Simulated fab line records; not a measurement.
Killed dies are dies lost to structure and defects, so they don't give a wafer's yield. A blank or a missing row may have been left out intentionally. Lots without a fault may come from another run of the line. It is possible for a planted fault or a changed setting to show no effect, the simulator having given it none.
2 desks, one fault	flow sky130	each desk holds nothing but its own numbers, with what lay behind them at the end

## FROM THE METROLOGY DESK
What the gauges read for every lot (on any tool): the sampled wafers with a number, averaged. A lot is out of limits, marked OUT, if its mean lies more than 4 standard deviations from the usual mean; the brackets give that distance.
Columns: A = SD_P_TW at SKY_SD_P_TW_MEAS_11, usual 2803; B = SD_P_RS at SKY_SD_N_RS_MEAS_17, usual 147.0 ohm/sq
lot	first seen here	A	B
L931	day 24 23:04	2853	147.1
L933	day 25 17:38	2812	147.3
L935	day 26 06:16	2739	147.0
L936	day 27 02:40	2858	147.6
L938	day 27 14:26	2732	147.2
L939	day 28 02:46	2820	146.9
L940	day 28 05:38	2727	147.0
L943	day 29 07:23	2751	146.9
L949	day 31 09:18	2737	146.9
L950	day 33 12:09	2849	147.3
L951	day 33 16:26	2821	147.0
L953	day 33 16:52	2811	146.8
L952	day 33 19:31	2844	146.9
Finding of this desk: none of the 13 lots has anything out of limits.

## FOR THE TOOL OWNER'S DESK: plasmaAsher-02
The tool's own readings at SKY_SD_N_STRIP_11 (strips in O2/N2): means of the sampled wafers that have a number, for each lot that ran on this tool. A lot is out of limits, marked OUT, if its mean lies more than 4 standard deviations from the usual mean; the brackets give that distance.
Columns: A = chamberPressureMTorr at SKY_SD_N_STRIP_11, usual 1500.1 mTorr; B = drypumpMotorCurrentA at SKY_SD_N_STRIP_11, usual 5.7 A; C = oesProductAu at SKY_SD_N_STRIP_11, usual 0.527 a.u.; D = stripTimeToEndpointS at SKY_SD_N_STRIP_11, usual 22.55 s
lot	first seen here	A	B	C	D
L931	day 27 09:08	1500.4	5.9	0.528	22.65
L936	day 29 12:20	1499.5	6.4	0.522	22.57
L950	day 35 16:44	1500.7	5.9	0.526	22.56
Finding of this desk: none of the 3 lots has anything out of limits.

## PUT TOGETHER
Metrology desk: nothing out of limits seen.
Nothing out of limits was seen by the tool owner's desk.

## WHAT WAS PUT IN BY THE SIMULATOR
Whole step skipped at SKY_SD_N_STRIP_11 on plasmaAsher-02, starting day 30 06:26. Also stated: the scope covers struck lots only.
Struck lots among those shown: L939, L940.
